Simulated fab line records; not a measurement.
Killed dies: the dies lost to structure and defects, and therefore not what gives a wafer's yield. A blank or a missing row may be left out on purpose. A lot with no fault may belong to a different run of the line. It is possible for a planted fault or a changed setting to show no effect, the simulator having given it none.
Which tool is to blame? ; flow sky130 ; 36 wafers from 13 lots sampled at 4 of the route's 708 steps

== WHAT THE GAUGES READ, wafer by wafer ==
SKY_PASSIVATION_THK_MEAS_03. Usual: for PASSIVATION_CVD_02_THK the level is 542 nm and the standard deviation is 6.5.
lot;measured;on;PASSIVATION_CVD_02_THK (nm);flag
L729;day 44 11:57;film metro-01;540 547 552;
L732;day 45 04:49;film metro-01;527 541 542;
L733;day 45 09:07;film metro-01;530 541 541;
L734;day 45 12:52;film metro-01;537 533 547;
L735;day 45 16:02;film metro-01;541 543;
L736;day 46 05:55;film metro-02;539 544 539;
L738;day 46 10:04;film metro-02;531 539 549;
L737;day 46 14:23;film metro-03;533 542;
L740;day 46 21:05;film metro-01;538 548 541;
L741;day 47 10:28;film metro-03;542 544 548;
L742;day 47 19:07;film metro-03;543 538 548;
L743;day 47 23:29;film metro-02;548 551;
L750;day 49 09:39;film metro-01;548 549 550;

== WHICH TOOL RAN EACH LOT (tool, then ch and the chambers of the sampled wafers, then the start) ==
lot;SKY_CAPM_CVD_00;SKY_METAL5_SPUTTER_00;SKY_PASSIVATION_CVD_02
L729;pecvd-02 ch 0,2, day 37 02:48;pvd sputter-01, day 43 12:28;pecvd-02 ch 0,1, day 44 11:43
L732;pecvd-02 ch 0,1, day 37 19:28;pvd sputter-04, day 44 05:31;pecvd-02 ch 0,2, day 45 04:34
L733;pecvd-01 ch 0,1, day 38 04:19;pvd sputter-01, day 44 10:26;pecvd-03 ch 0,1, day 45 08:52
L734;pecvd-04 ch 0,1, day 38 07:40;pvd sputter-02, day 44 14:04;pecvd-04 ch 0,1,2, day 45 12:38
L735;pecvd-04 ch 0,1, day 38 11:41;pvd sputter-04, day 44 18:19;pecvd-02 ch 0,2, day 45 15:47
L736;pecvd-02 ch 0,1,2, day 39 02:29;pvd sputter-04, day 45 07:31;pecvd-03 ch 0,1, day 46 05:41
L738;pecvd-02 ch 0,1,2, day 39 09:43;pvd sputter-01, day 45 11:47;pecvd-02 ch 0,1, day 46 09:43
L737;pecvd-04 ch 1,2, day 39 11:55;pvd sputter-02, day 45 15:55;pecvd-04 ch 1,2, day 46 14:10
L740;pecvd-02 ch 0,1,2, day 39 20:56;pvd sputter-02, day 45 22:44;pecvd-02 ch 0,2, day 46 20:50
L741;pecvd-01 ch 0,1,2, day 40 13:58;pvd sputter-04, day 46 12:52;pecvd-04 ch 0,1,2, day 47 10:20
L742;pecvd-04 ch 0,1, day 40 23:35;pvd sputter-02, day 46 22:17;pecvd-02 ch 0,1, day 47 18:53
L743;pecvd-01 ch 0,1, day 41 06:17;pvd sputter-02, day 47 02:52;pecvd-02 ch 1, day 47 23:14
L750;pecvd-02 ch 0,1, day 43 00:14;pvd sputter-04, day 48 14:19;pecvd-02 ch 0,1, day 49 09:25
- SKY_CAPM_CVD_00: deposits SiO2, target thk 15.5 nm.
- SKY_METAL5_SPUTTER_00: material Ti, target thk 15 nm, time 10 s.
- SKY_PASSIVATION_CVD_02: deposits Si3N4, target thk 540 nm.

== WHAT THE TOOLS THEMSELVES READ (means of the sampled wafers that have a number; where no wafer has one, the mark that the record gives instead) ==
SKY_CAPM_CVD_00. Usual: heater power w 717 W, standard deviation 63.
lot;tool;heater power w (W);flag
L729;pecvd-02;655;
L732;pecvd-02;670;
L733;pecvd-01;678;
L734;pecvd-04;668;
L735;pecvd-04;706;
L736;pecvd-02;720;
L738;pecvd-02;743;
L737;pecvd-04;691;
L740;pecvd-02;717;
L741;pecvd-01;769;
L742;pecvd-04;729;
L743;pecvd-01;700;
L750;pecvd-02;782;

SKY_METAL5_SPUTTER_00. Usual: cathode dc power W 3000.0 W, standard deviation 0.57; throttle valve pct 30.1 %, standard deviation 0.96.
lot;tool;cathode dc power W (W);throttle valve pct (%);flag
L729;pvd sputter-01;2999.8;30.3;
L732;pvd sputter-04;3000.6;31.2;
L733;pvd sputter-01;3000.1;29.2;
L734;pvd sputter-02;3000.2;29.6;
L735;pvd sputter-04;3000.1;30.9;
L736;pvd sputter-04;2999.8;30.6;
L738;pvd sputter-01;2999.9;30.5;
L737;pvd sputter-02;3000.4;29.5;
L740;pvd sputter-02;2999.9;29.8;
L741;pvd sputter-04;3000.4;31.6;
L742;pvd sputter-02;3000.3;29.2;
L743;pvd sputter-02;2999.8;29.5;
L750;pvd sputter-04;2999.8;31.3;

SKY_PASSIVATION_CVD_02. Usual: heater power w 706 W, standard deviation 69.
lot;tool;heater power w (W);flag
L729;pecvd-02;666;
L732;pecvd-02;613;
L733;pecvd-03;704;
L734;pecvd-04;724;
L735;pecvd-02;669;
L736;pecvd-03;738;
L738;pecvd-02;780;
L737;pecvd-04;610;
L740;pecvd-02;664;
L741;pecvd-04;677;
L742;pecvd-02;697;
L743;pecvd-02;752;
L750;pecvd-02;720;

== THE ANSWER, worked out from the rows above alone ==
Rule: lot off if the mean of its wafers having a number is beyond 3 standard deviations from the usual mean. Also off: a lot with no number at a reading for which 4 or more lots have one. The other lots that the step has rows for count as sound. Order of review: gauges by route order, followed by the tools' own readings, for which a lot's mean as printed above is used. The first step at which some lot is off is used, and at that step the reading that is off furthest; a lot without a number counts as furthest.
None of the lots is off at any reading shown; this tells nothing.

== WHAT THE SIMULATOR HAD INSERTED ==
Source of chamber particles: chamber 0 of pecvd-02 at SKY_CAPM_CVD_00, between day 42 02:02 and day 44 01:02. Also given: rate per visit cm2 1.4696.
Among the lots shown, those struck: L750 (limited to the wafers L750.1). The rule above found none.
